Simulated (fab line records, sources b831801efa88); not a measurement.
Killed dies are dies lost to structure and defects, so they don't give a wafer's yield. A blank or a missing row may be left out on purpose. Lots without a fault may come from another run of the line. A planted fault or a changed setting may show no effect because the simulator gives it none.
fab line records | flow sky130
record lots=11 wafers=33 last_day=50
route steps=708 shown VT_ADJUST_LVTN@106 VT_ADJUST_NCORE@126 PAD_OPEN@708
lots that met no fault: from a run of the same line without faults
start_h: hours from the record's first day to the start of the lot's first wafer shown | wait_h: hours since the lot's step before | " the same as in the row above | L1.1+2: a row that stands for several wafers | - no value, or no start given | * or withheld: withheld | < > ~ a bound
route shown NAME@n: a module of which the file shows steps, and the number in the route of the first | usual: mean/standard deviation of fault-free wafers | same: alike in all rows | chamber/n: place in a boat | sites: the reading at each site | _std_site: their standard deviation | _edge_site: outer sites' mean less inner sites' | radius_mm: how far each site lies from the wafer's centre | mask NAME#n: copy n | behind: the tool/chamber that last shaped the wafer | hold: why the lot was held/for how many hours/how that ended | device: the transistor (n, p or np) that didn't switch | end of line: the same wafers' tests at the end of the route | a step without rows: its recipe alone | killed: dies lost to structure and defects at the first sort, not the wafer's yield | map: a wafer's dies, x killed, . not, _ none there
set.NAME: the setting as run; set.NAME@STEP: as run at that earlier step | model.NAME: the simulator's own value behind a step, which no gauge read
steps of the route over a sample of lots; a table a step, a row a wafer
services: from which hour (start_h, from the record's first day; less than 0 if before it) a tool's chamber was out of use, for how many hours, and why
## steps
# step SKY_VT_ADJUST_LVTN_STRIP_09
# recipe chemistry=O2/N2 power_w=1400 pressure_mtorr=1500 platen_temp_c=withheld o2_flow_sccm=3000 n2_flow_sccm=300 overash_fraction=0.5
# usual drypump_motor_current_A=5.6/0.31 oes_product_au=0.723/0.0052 strip_time_to_endpoint_s=36.92/0.095
# columns lot.wafer tool chamber start_h wait_h drypump_motor_current_A oes_product_au rf_hours_counter_h strip_time_to_endpoint_s
L209.1 plasma_asher-02 0 177.02 0.1 5.4 0.721 44 36.98
L209.4 " 0 " " 5.4 0.727 - 37.05
L209.6 " 1 " " 6.0 0.725 - 36.90
L210.2 plasma_asher-03 1 182.41 0.1 5.9 0.724 39 36.89
L210.4 " 0 " " 5.1 0.723 - 36.83
L210.6 " 1 " " 5.9 0.718 - 36.90
L212.2 plasma_asher-03 1 196.37 0.1 5.9 0.717 40 37.01
L212.5 " 0 " " 5.1 0.723 - 37.10
L212.6 " 1 " " 5.9 0.728 - 37.07
L213.2 plasma_asher-03 1 206.62 0.1 5.8 0.920 41 -
L213.5 " 0 " " 5.1 0.917 - -
L213.6 " 1 " " 5.9 0.916 - -
L216.2 plasma_asher-04 0 219.62 0.1 5.4 0.721 54 36.99
L216.5 " 0 " " 5.4 0.716 - 37.08
L216.6 " 1 " " 5.9 0.720 - 36.98
L217.2 plasma_asher-04 1 226.31 0.1 5.9 0.717 54 36.89
L217.3 " 1 " " 5.9 0.725 - 36.76
L217.4 " 0 " " 5.4 0.720 - 36.75
L222.2 plasma_asher-02 1 257.95 0.1 6.0 0.724 52 36.92
L222.3 " 0 " " 5.4 0.720 - 36.89
L222.4 " 1 " " 6.0 0.708 - 36.91
L223.1 plasma_asher-02 0 265.47 0.1 5.4 0.720 53 36.90
L223.3 " 0 " " 5.4 0.718 - 36.86
L223.5 " 0 " " 5.4 0.721 - 36.76
L224.2 plasma_asher-02 1 272.52 0.1 6.0 0.729 53 36.99
L224.3 " 0 " " 5.4 0.723 - 37.03
L224.5 " 1 " " 6.0 0.727 - 37.07
L225.1 plasma_asher-04 1 280.06 0.1 5.9 0.731 59 36.75
L225.3 " 1 " " 5.9 0.722 - 36.80
L225.6 " 1 " " 5.9 0.717 - 36.82
L227.1 plasma_asher-04 0 289.65 0.1 5.4 0.727 60 36.88
L227.3 " 1 " " 5.9 0.721 - 36.79
L227.4 " 0 " " 5.4 0.716 - 36.86
# step SKY_VT_ADJUST_LVTN_TW_MEAS_10
# usual VT_ADJUST_LVTN_TW=241.1/1.2
# columns lot.wafer tool chamber start_h wait_h VT_ADJUST_LVTN_TW
L209.1 film_metro-04 - 177.12 0.1 241.1
L209.4 " - " " 240.1
L209.6 " - " " 239.7
L210.2 film_metro-01 - 182.52 0.1 243.0
L210.4 " - " " 243.2
L210.6 " - " " 241.1
L212.2 film_metro-04 - 196.48 0.1 241.9
L212.5 " - " " 240.3
L212.6 " - " " 241.3
L213.2 film_metro-02 - 206.73 0.1 238.3
L213.5 " - " " 238.9
L213.6 " - " " 239.8
L216.2 film_metro-01 - 219.73 0.1 242.0
L216.5 " - " " 241.0
L216.6 " - " " 240.3
L217.2 film_metro-01 - 226.42 0.1 241.0
L217.3 " - " " 242.8
L217.4 " - " " 241.0
L222.2 film_metro-02 - 258.06 0.1 239.2
L222.3 " - " " 238.6
L222.4 " - " " 240.7
L223.1 film_metro-04 - 265.57 0.1 240.8
L223.3 " - " " 240.5
L223.5 " - " " 241.3
L224.2 film_metro-02 - 272.63 0.1 238.8
L224.3 " - " " 238.4
L224.5 " - " " 238.6
L225.1 film_metro-01 - 280.16 0.1 241.8
L225.3 " - " " 243.3
L225.6 " - " " 241.9
L227.1 film_metro-01 - 289.75 0.1 240.6
L227.3 " - " " 239.8
L227.4 " - " " 239.3
# step SKY_VT_ADJUST_LVTN_STRIP_20
# recipe chemistry=O2/N2 power_w=1400 pressure_mtorr=1500 platen_temp_c=withheld o2_flow_sccm=3000 n2_flow_sccm=300 overash_fraction=0.5
# usual drypump_motor_current_A=5.66/0.28 oes_product_au=0.716/0.0047 strip_time_to_endpoint_s=14.18/0.036
# columns lot.wafer tool chamber start_h wait_h drypump_motor_current_A oes_product_au rf_hours_counter_h strip_time_to_endpoint_s
L209.1 plasma_asher-04 0 198.61 0.1 5.41 0.714 52 14.29
L209.4 " 0 " " 5.42 0.709 - 14.23
L209.6 " 1 " " 5.91 0.719 - 14.28
L210.2 plasma_asher-03 1 203.77 0.1 5.88 0.715 41 14.19
L210.4 " 1 " " 5.88 0.717 - 14.18
L210.6 " 1 " " 5.87 0.713 - 14.21
L212.2 plasma_asher-04 0 218.35 0.1 5.42 0.713 53 14.15
L212.5 " 1 " " 5.91 0.710 - 14.18
L212.6 " 0 " " 5.43 0.717 - 14.16
L213.2 plasma_asher-02 0 229.35 0.1 5.40 0.734 49 41.54
L213.5 " 0 " " 5.41 0.723 - 41.55
L213.6 " 1 " " 6.07 0.729 - 41.48
L216.2 plasma_asher-04 1 243.47 0.1 5.90 0.723 56 14.17
L216.5 " 0 " " 5.44 0.720 - 14.18
L216.6 " 1 " " 5.92 0.714 - 14.19
L217.2 plasma_asher-02 0 249.60 0.1 5.42 0.710 51 14.15
L217.3 " 0 " " 5.42 0.715 - 14.15
L217.4 " 1 " " 6.05 0.720 - 14.16
L222.2 plasma_asher-04 0 283.25 0.1 5.39 0.710 60 14.20
L222.3 " 0 " " 5.39 0.728 - 14.16
L222.4 " 1 " " 5.90 0.717 - 14.17
L223.1 plasma_asher-02 0 290.21 0.1 5.42 0.709 55 14.19
L223.3 " 0 " " 5.40 0.713 - 14.12
L223.5 " 1 " " 6.04 0.704 - 14.14
L224.2 plasma_asher-04 1 296.91 0.1 5.91 0.721 61 14.17
L224.3 " 1 " " 5.91 0.720 - 14.17
L224.5 " 1 " " 5.90 0.711 - 14.15
L225.1 plasma_asher-04 1 304.00 0.1 5.91 0.714 62 14.18
L225.3 " 1 " " 5.92 0.710 - 14.18
L225.6 " 1 " " 5.92 0.719 - 14.14
L227.1 plasma_asher-02 0 313.20 0.1 5.41 0.718 58 14.19
L227.3 " 1 " " 5.99 0.711 - 14.18
L227.4 " 0 " " 5.41 0.718 - 14.18
# step SKY_VT_ADJUST_LVTN_TW_MEAS_21
# usual VT_ADJUST_LVTN_2_TW=187.5/1.2
# columns lot.wafer tool chamber start_h wait_h hold VT_ADJUST_LVTN_2_TW
L209.1 film_metro-04 - 198.71 0.1 - 189.6
L209.4 " - " " - 188.6
L209.6 " - " " - 189.5
L210.2 film_metro-01 - 203.88 0.1 - 188.4
L210.4 " - " " - 187.6
L210.6 " - " " - 189.4
L212.2 film_metro-01 - 218.46 0.1 - 188.4
L212.5 " - " " - 187.9
L212.6 " - " " - 187.9
L213.2 film_metro-04 - 229.46 0.1 await_dispo/0.2h/release 30.1
L213.5 " - " " await_dispo/0.2h/release 30.0
L213.6 " - " " await_dispo/0.2h/release 30.2
L213.2 film_metro-04 - 229.68 0.2 - 30.0
L213.5 " - " " - 30.1
L213.6 " - " " - 30.0
L216.2 film_metro-01 - 243.58 0.1 - 189.4
L216.5 " - " " - 188.5
L216.6 " - " " - 188.4
L217.2 film_metro-02 - 249.71 0.1 - 185.8
L217.3 " - " " - 185.9
L217.4 " - " " - 186.6
L222.2 film_metro-02 - 283.36 0.1 - 186.2
L222.3 " - " " - 185.8
L222.4 " - " " - 186.0
L223.1 film_metro-04 - 290.31 0.1 - 187.6
L223.3 " - " " - 188.0
L223.5 " - " " - 186.6
L224.2 film_metro-04 - 297.02 0.1 - 187.4
L224.3 " - " " - 188.6
L224.5 " - " " - 187.9
L225.1 film_metro-01 - 304.10 0.1 - 188.7
L225.3 " - " " - 188.3
L225.6 " - " " - 187.6
L227.1 film_metro-02 - 313.30 0.1 - 186.1
L227.3 " - " " - 186.2
L227.4 " - " " - 185.2
# step SKY_VT_ADJUST_NCORE_CD_MEAS_07
# recipe target_cd_nm=380
# usual cd_nm=379.1/2.5
# columns lot.wafer tool chamber start_h wait_h cd_nm
L209.1 cd_sem-02 - 220.09 0.2 380.0
L209.4 " - " " 380.5
L209.6 " - " " 381.6
L210.2 cd_sem-02 - 225.05 0.1 377.1
L210.4 " - " " 374.9
L210.6 " - " " 374.5
L212.2 cd_sem-02 - 241.25 0.1 381.9
L212.5 " - " " 381.6
L212.6 " - " " 380.3
L216.2 cd_sem-01 - 266.34 0.1 375.7
L216.5 " - " " 379.5
L216.6 " - " " 375.5
L217.2 cd_sem-01 - 273.33 0.1 381.3
L217.3 " - " " 377.9
L217.4 " - " " 378.7
L222.2 cd_sem-02 - 307.49 0.1 378.8
L222.3 " - " " 378.7
L222.4 " - " " 379.9
L223.1 cd_sem-01 - 313.96 0.1 382.1
L223.3 " - " " 378.9
L223.5 " - " " 379.3
L224.2 cd_sem-02 - 320.89 0.1 378.7
L224.3 " - " " 383.1
L224.5 " - " " 379.6
L225.1 cd_sem-02 - 328.77 0.1 376.5
L225.3 " - " " 376.3
L225.6 " - " " 375.5
L227.1 cd_sem-01 - 337.87 0.1 378.2
L227.3 " - " " 380.5
L227.4 " - " " 379.2
# step SKY_VT_ADJUST_NCORE_STRIP_10
# recipe chemistry=O2/N2 power_w=1400 pressure_mtorr=1500 platen_temp_c=withheld o2_flow_sccm=3000 n2_flow_sccm=300 overash_fraction=0.5
# usual drypump_motor_current_A=5.69/0.26 oes_product_au=0.715/0.0044 strip_time_to_endpoint_s=14.20/0.043
# columns lot.wafer tool chamber start_h wait_h drypump_motor_current_A oes_product_au rf_hours_counter_h strip_time_to_endpoint_s
L209.1 plasma_asher-02 0 220.39 0.1 5.43 0.715 48 14.28
L209.4 " 1 " " 6.03 0.708 - 14.27
L209.6 " 1 " " 6.02 0.713 - 14.27
L210.2 plasma_asher-04 1 225.34 0.1 5.91 0.715 54 14.17
L210.4 " 1 " " 5.93 0.716 - 14.16
L210.6 " 1 " " 5.92 0.714 - 14.23
L212.2 plasma_asher-01 0 241.54 0.1 5.58 0.714 12 14.15
L212.5 " 1 " " 5.71 0.709 - 14.16
L212.6 " 0 " " 5.56 0.710 - 14.16
L216.2 plasma_asher-04 0 266.63 0.1 5.43 0.719 58 14.18
L216.5 " 1 " " 5.93 0.713 - 14.14
L216.6 " 0 " " 5.44 0.714 - 14.14
L217.2 plasma_asher-01 0 273.62 0.1 5.57 0.714 15 14.19
L217.3 " 0 " " 5.58 0.716 - 14.14
L217.4 " 1 " " 5.71 0.719 - 14.13
L222.2 plasma_asher-02 0 307.78 0.1 5.41 0.707 57 14.18
L222.3 " 0 " " 5.41 0.723 - 14.18
L222.4 " 1 " " 6.04 0.722 - 14.24
L223.1 plasma_asher-02 1 314.27 0.1 6.06 0.719 58 14.19
L223.3 " 1 " " 6.03 0.717 - 14.21
L223.5 " 1 " " 6.04 0.720 - 14.22
L224.2 plasma_asher-01 0 321.18 0.1 5.58 0.717 18 14.20
L224.3 " 0 " " 5.56 0.719 - 14.18
L224.5 " 1 " " 5.74 0.712 - 14.23
L225.1 plasma_asher-04 0 329.08 0.1 5.44 0.716 65 14.24
L225.3 " 1 " " 5.92 0.711 - 14.21
L225.6 " 1 " " 5.90 0.715 - 14.23
L227.1 plasma_asher-02 1 338.18 0.1 6.02 0.717 60 14.17
L227.3 " 0 " " 5.40 0.718 - 14.17
L227.4 " 1 " " 6.01 0.711 - 14.17
# step SKY_PAD_OPEN_PROBE_99
# usual defect_limited_yield=82.5/1.7 killed_at_M0_to_M3=43/6.1 killed_at_M4_up=3.5/2 killed_at_contacts=25/5.1 killed_at_front_end=14/4.2 killed_at_other=0.3/0.55 killed_dies=86/8.3 killed_open=46/7.2 killed_short=39/6 sort_bin_3_pad_short=0.9/0.42 sort_bin_5_function=10.3/1.4 sort_bin_6_memory=6.3/1.1 sort_bin_8_speed=0.00/0.017 sort_n_pass=406/8.3 sort_yield_pct=82.5/1.7
# same gross_dies=492 killed_at_back_side=0 sort_bin_4_leakage[%]=0
# columns lot.wafer tool chamber start_h wait_h defect_limited_yield[%] killed_at_M0_to_M3 killed_at_M4_up killed_at_contacts killed_at_front_end killed_at_other killed_dies killed_open killed_short sort_bin_3_pad_short[%] sort_bin_5_function[%] sort_bin_6_memory[%] sort_bin_8_speed[%] sort_n_pass sort_yield_pct[%]
L209.1 prober-01 - 1115.33 0.1 82.3 38 9 19 20 1 87 46 41 0.8 11.2 5.7 0 405 82.3
L209.4 prober-01 - 1115.48 0.2 82.9 47 1 19 17 0 84 45 39 1.0 10.2 5.9 0 408 82.9
L209.6 prober-01 - 1115.58 0.2 83.5 38 1 29 13 0 81 44 36 0.2 10.4 5.9 0 411 83.5
L210.2 prober-02 - 1122.08 0.1 83.5 43 3 26 9 0 81 46 34 1.0 10.0 5.5 0 411 83.5
L210.4 prober-02 - 1122.18 0.2 82.5 45 2 30 9 0 86 50 36 0.6 10.8 6.1 0 406 82.5
L210.6 prober-02 - 1122.28 0.2 83.1 30 9 31 12 1 83 40 43 1.2 10.0 5.7 0 409 83.1
L212.2 prober-02 - 1126.81 0.1 81.5 50 5 17 19 0 91 57 34 0.6 10.4 7.5 0 401 81.5
L212.5 prober-02 - 1126.96 0.2 82.1 43 3 29 13 0 88 47 39 1.4 11.4 5.1 0 404 82.1
L212.6 prober-02 - 1127.01 0.2 81.1 46 2 27 18 0 93 51 42 0.6 11.6 6.7 0 399 81.1
L216.2 prober-02 - 1146.03 0.1 82.9 40 8 26 10 0 84 45 39 0.2 11.6 5.3 0 408 82.9
L216.5 prober-02 - 1146.18 0.2 82.3 38 2 32 14 1 87 45 41 0.8 10.6 6.3 0 405 82.3
L216.6 prober-02 - 1146.23 0.2 84.1 40 2 29 7 0 78 41 36 0.4 10.6 4.9 0 414 84.1
L217.2 prober-01 - 1147.40 0.1 82.5 39 2 32 12 1 86 48 38 0.8 10.8 5.9 0 406 82.5
L217.3 prober-01 - 1147.45 0.2 81.7 45 3 25 17 0 90 43 47 0.8 11.6 5.9 0 402 81.7
L217.4 prober-01 - 1147.50 0.2 82.1 35 5 29 19 0 88 50 38 0.4 9.1 8.3 0 404 82.1
L222.2 prober-01 - 1171.59 0.1 81.7 46 4 20 20 0 90 42 48 0.4 11.2 6.7 0 402 81.7
L222.3 prober-01 - 1171.64 0.2 81.5 37 2 32 20 0 91 49 42 0.6 12.6 5.3 0.20 400 81.3
L222.4 prober-01 - 1171.69 0.2 81.5 49 2 24 16 0 91 47 44 2.0 11.0 5.5 0 401 81.5
L223.1 prober-02 - 1178.17 0.1 80.7 51 4 17 23 0 95 49 46 0.8 13.2 5.3 0 397 80.7
L223.3 prober-02 - 1178.27 0.2 79.7 48 4 28 20 0 100 56 44 0.8 11.2 8.3 0 392 79.7
L223.5 prober-02 - 1178.37 0.2 80.3 51 2 25 19 0 97 43 53 1.6 11.0 7.1 0 395 80.3
L224.2 prober-01 - 1181.85 0.1 82.5 41 3 22 19 1 86 44 41 0.8 10.8 5.9 0 406 82.5
L224.3 prober-01 - 1181.90 0.2 81.9 47 3 26 13 0 89 50 38 1.2 11.8 5.1 0 403 81.9
L224.5 prober-01 - 1182.00 0.2 81.5 49 8 18 14 2 91 45 44 0.4 10.2 7.9 0 401 81.5
L225.1 prober-02 - 1190.38 0.1 82.3 49 0 27 10 1 87 50 37 1.0 9.6 7.1 0 405 82.3
L225.3 prober-02 - 1190.48 0.2 83.9 47 2 18 12 0 79 33 46 1.0 10.0 5.1 0 413 83.9
L225.6 prober-02 - 1190.63 0.2 83.1 44 1 28 10 0 83 51 32 0.4 10.2 6.3 0 409 83.1
L227.1 prober-02 - 1195.05 0.1 83.9 40 4 19 16 0 79 39 40 1.4 7.1 7.5 0 413 83.9
L227.3 prober-02 - 1195.15 0.2 83.7 50 4 15 11 0 80 48 32 0.4 10.0 5.9 0 412 83.7
L227.4 prober-02 - 1195.20 0.2 83.1 44 4 25 10 0 83 52 31 0.2 10.8 5.9 0 409 83.1
# killed by level:class
L209.1 VIA1:geometric_particle:open=9 FIELD_ISO:geometric_particle:open=7 METAL1:geometric_particle:short=7 METAL4:geometric_particle:short=7 VIA2:geometric_particle:open=6 LOCAL_INTERCONNECT:geometric_particle:short=5 CONTACT:geometric_particle:open=5 POLY_GATE:geometric_particle:short=4
L209.4 METAL1:geometric_particle:short=12 CONTACT:geometric_particle:open=7 VIA1:geometric_particle:open=7 VIA2:geometric_particle:open=7 VIA3:geometric_particle:open=5 LI_CONTACT:geometric_particle:open=5 FIELD_ISO:geometric_particle:open=4 POLY_GATE:geometric_particle:short=4
L209.6 CONTACT:geometric_particle:open=12 VIA2:geometric_particle:open=7 VIA3:geometric_particle:open=7 POLY_GATE:geometric_particle:open=5 LI_CONTACT:geometric_particle:open=5 METAL1:geometric_particle:short=5 LI_CONTACT:geometric_particle:short=4 VIA1:geometric_particle:open=4
L210.2 CONTACT:geometric_particle:open=9 VIA1:geometric_particle:open=8 METAL2:geometric_particle:short=6 VIA2:geometric_particle:open=6 LI_CONTACT:geometric_particle:open=5 VIA3:geometric_particle:open=5 VIA2:geometric_particle:short=4 LI_CONTACT:geometric_particle:short=4
L210.4 LI_CONTACT:geometric_particle:open=12 VIA1:geometric_particle:open=11 CONTACT:geometric_particle:open=10 VIA3:geometric_particle:open=8 METAL1:geometric_particle:short=7 LI_CONTACT:geometric_particle:short=5 VIA1:geometric_particle:short=5 VIA2:geometric_particle:open=4
L210.6 CONTACT:geometric_particle:open=12 METAL1:geometric_particle:short=9 METAL4:geometric_particle:short=9 LI_CONTACT:geometric_particle:open=8 FIELD_ISO:geometric_particle:short=5 CONTACT:geometric_particle:short=5 VIA1:geometric_particle:open=5 FIELD_ISO:geometric_particle:open=4
L212.2 VIA1:geometric_particle:open=17 CONTACT:geometric_particle:open=9 VIA3:geometric_particle:open=8 FIELD_ISO:geometric_particle:short=5 POLY_GATE:geometric_particle:open=4 LOCAL_INTERCONNECT:geometric_particle:short=4 VIA3:geometric_particle:short=4 POLY_GATE:geometric_particle:short=3
L212.5 CONTACT:geometric_particle:open=11 VIA1:geometric_particle:open=9 METAL1:geometric_particle:short=8 CONTACT:geometric_particle:short=6 FIELD_ISO:geometric_particle:open=5 LI_CONTACT:geometric_particle:open=5 VIA3:geometric_particle:open=5 FIELD_ISO:geometric_particle:short=4
L212.6 VIA1:geometric_particle:open=11 CONTACT:geometric_particle:open=10 VIA3:geometric_particle:open=8 CONTACT:geometric_particle:short=7 METAL2:geometric_particle:short=7 VIA3:geometric_particle:short=6 FIELD_ISO:geometric_particle:short=5 LI_CONTACT:geometric_particle:open=5
L216.2 VIA1:geometric_particle:open=12 CONTACT:geometric_particle:open=9 VIA3:geometric_particle:open=7 LI_CONTACT:geometric_particle:open=6 CONTACT:geometric_particle:short=6 METAL1:geometric_particle:short=5 VIA2:geometric_particle:short=5 METAL4:geometric_particle:short=5
L216.5 CONTACT:geometric_particle:open=15 METAL2:geometric_particle:short=12 VIA3:geometric_particle:open=7 LI_CONTACT:geometric_particle:open=6 CONTACT:geometric_particle:short=5 VIA1:geometric_particle:open=5 FIELD_ISO:geometric_particle:open=4 VIA1:geometric_particle:short=4
L216.6 VIA3:geometric_particle:open=12 CONTACT:geometric_particle:open=8 CONTACT:geometric_particle:short=7 METAL2:geometric_particle:short=7 LI_CONTACT:geometric_particle:open=6 LOCAL_INTERCONNECT:geometric_particle:short=4 VIA2:geometric_particle:open=4 LI_CONTACT:geometric_particle:short=3
L217.2 VIA1:geometric_particle:open=13 VIA1:geometric_particle:short=9 LI_CONTACT:geometric_particle:open=9 CONTACT:geometric_particle:open=9 CONTACT:geometric_particle:short=6 LOCAL_INTERCONNECT:geometric_particle:short=5 VIA3:geometric_particle:open=4 POLY_GATE:geometric_particle:open=4
L217.3 CONTACT:geometric_particle:open=11 METAL1:geometric_particle:short=9 VIA3:geometric_particle:open=8 CONTACT:geometric_particle:short=6 VIA1:geometric_particle:open=6 METAL2:geometric_particle:short=5 FIELD_ISO:geometric_particle:open=4 FIELD_ISO:geometric_particle:short=4
L217.4 VIA1:geometric_particle:open=12 CONTACT:geometric_particle:open=11 FIELD_ISO:geometric_particle:short=8 LI_CONTACT:geometric_particle:open=8 VIA3:geometric_particle:open=6 POLY_GATE:geometric_particle:short=5 LOCAL_INTERCONNECT:geometric_particle:short=5 VIA2:geometric_particle:short=4
L222.2 VIA1:geometric_particle:open=15 FIELD_ISO:geometric_particle:open=9 METAL2:geometric_particle:short=9 CONTACT:geometric_particle:open=7 FIELD_ISO:geometric_particle:short=6 METAL1:geometric_particle:short=5 VIA1:geometric_particle:short=5 VIA2:geometric_particle:open=5
L222.3 CONTACT:geometric_particle:open=10 LI_CONTACT:geometric_particle:open=8 VIA1:geometric_particle:open=7 FIELD_ISO:geometric_particle:short=6 CONTACT:geometric_particle:short=6 LOCAL_INTERCONNECT:geometric_particle:short=5 VIA3:geometric_particle:open=5 FIELD_ISO:geometric_particle:open=4
L222.4 VIA2:geometric_particle:open=10 FIELD_ISO:geometric_particle:open=7 CONTACT:geometric_particle:open=7 METAL2:geometric_particle:short=7 VIA2:geometric_particle:short=7 VIA3:geometric_particle:open=6 LI_CONTACT:geometric_particle:open=5 CONTACT:geometric_particle:short=5
L223.1 VIA1:geometric_particle:open=10 METAL1:geometric_particle:short=9 FIELD_ISO:geometric_particle:short=8 VIA3:geometric_particle:open=7 CONTACT:geometric_particle:open=6 FIELD_ISO:geometric_particle:open=6 VIA3:geometric_particle:short=6 POLY_GATE:geometric_particle:short=5
L223.3 CONTACT:geometric_particle:open=17 VIA3:geometric_particle:open=12 VIA1:geometric_particle:open=8 METAL1:geometric_particle:short=7 VIA3:geometric_particle:short=7 POLY_GATE:geometric_particle:open=5 FIELD_ISO:geometric_particle:open=4 POLY_GATE:geometric_particle:short=4
L223.5 CONTACT:geometric_particle:open=10 METAL1:geometric_particle:short=10 VIA3:geometric_particle:open=8 VIA1:geometric_particle:open=6 VIA2:geometric_particle:open=6 POLY_GATE:geometric_particle:short=5 CONTACT:geometric_particle:short=5 VIA1:geometric_particle:short=5
L224.2 CONTACT:geometric_particle:open=15 POLY_GATE:geometric_particle:short=8 METAL2:geometric_particle:short=8 VIA2:geometric_particle:open=8 METAL1:geometric_particle:short=5 VIA1:geometric_particle:short=5 FIELD_ISO:geometric_particle:open=4 VIA3:geometric_particle:open=4
L224.3 VIA1:geometric_particle:open=12 CONTACT:geometric_particle:open=9 CONTACT:geometric_particle:short=8 VIA3:geometric_particle:open=7 VIA2:geometric_particle:open=6 FIELD_ISO:geometric_particle:short=5 LI_CONTACT:geometric_particle:open=5 METAL1:geometric_particle:short=5
L224.5 VIA1:geometric_particle:open=10 VIA2:geometric_particle:open=9 CONTACT:geometric_particle:open=8 METAL1:geometric_particle:short=7 VIA3:geometric_particle:open=7 FIELD_ISO:geometric_particle:short=6 METAL4:geometric_particle:short=5 VIA1:geometric_particle:short=4
L225.1 VIA1:geometric_particle:open=14 CONTACT:geometric_particle:open=11 VIA2:geometric_particle:open=9 CONTACT:geometric_particle:short=6 METAL1:geometric_particle:short=5 VIA1:geometric_particle:short=5 METAL2:geometric_particle:short=5 LI_CONTACT:geometric_particle:open=4
L225.3 VIA1:geometric_particle:open=10 CONTACT:geometric_particle:short=8 VIA2:geometric_particle:open=8 VIA1:geometric_particle:short=7 METAL2:geometric_particle:short=6 METAL1:geometric_particle:short=5 LI_CONTACT:geometric_particle:open=4 VIA2:geometric_particle:short=4
L225.6 VIA1:geometric_particle:open=14 METAL1:geometric_particle:short=9 VIA3:geometric_particle:open=9 CONTACT:geometric_particle:open=6 LI_CONTACT:geometric_particle:open=6 CONTACT:geometric_particle:short=5 VIA2:geometric_particle:open=4 LI_CONTACT:geometric_particle:short=4
L227.1 METAL1:geometric_particle:short=8 LI_CONTACT:geometric_particle:open=7 FIELD_ISO:geometric_particle:open=5 LOCAL_INTERCONNECT:geometric_particle:short=5 CONTACT:geometric_particle:open=5 VIA1:geometric_particle:short=5 VIA1:geometric_particle:open=5 VIA2:geometric_particle:open=5
L227.3 VIA1:geometric_particle:open=14 METAL1:geometric_particle:short=8 VIA2:geometric_particle:open=8 LI_CONTACT:geometric_particle:open=6 CONTACT:geometric_particle:open=5 VIA3:geometric_particle:open=4 METAL4:geometric_particle:short=4 FIELD_ISO:geometric_particle:short=3
L227.4 VIA1:geometric_particle:open=12 CONTACT:geometric_particle:open=9 LI_CONTACT:geometric_particle:open=7 METAL1:geometric_particle:short=7 FIELD_ISO:geometric_particle:open=5 VIA3:geometric_particle:open=5 METAL2:geometric_particle:short=4 VIA2:geometric_particle:open=4
## services
# columns tool chamber start_h hours kind
plasma_asher-04 - 234.41 0.7 repair
plasma_asher-01 - 290.98 15.6 pm
plasma_asher-04 - 294.56 1.1 repair
## key
first_sign step=SKY_VT_ADJUST_LVTN_STRIP_09 reading=oes_product_au direction=up sigmas=38 usual=0.723 struck=0.917
effect step=SKY_VT_ADJUST_LVTN_STRIP_20 reading=strip_time_to_endpoint_s direction=up sigmas=99+ usual=* struck=*
effect step=SKY_VT_ADJUST_LVTN_TW_MEAS_21 reading=visit direction=added
effect step=SKY_VT_ADJUST_LVTN_TW_MEAS_21 reading=VT_ADJUST_LVTN_2_TW direction=down sigmas=99+ usual=187.5 struck=30.1
met_at SKY_VT_ADJUST_LVTN_STRIP_09
struck_lots L213
scrapped_behind SKY_VT_ADJUST_LVTN_TW_MEAS_21 L213.2,L213.5,L213.6
not_acting_at SKY_VT_ADJUST_LVTN_TW_MEAS_10,SKY_VT_ADJUST_NCORE_CD_MEAS_07,SKY_VT_ADJUST_NCORE_STRIP_10
onset_between 196.37 206.62
fault kind=strip_aborted tool=plasma_asher-03 chamber=- onset_h=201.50 steps=SKY_VT_ADJUST_LVTN_STRIP_09 offset=0.82541 end_h=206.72
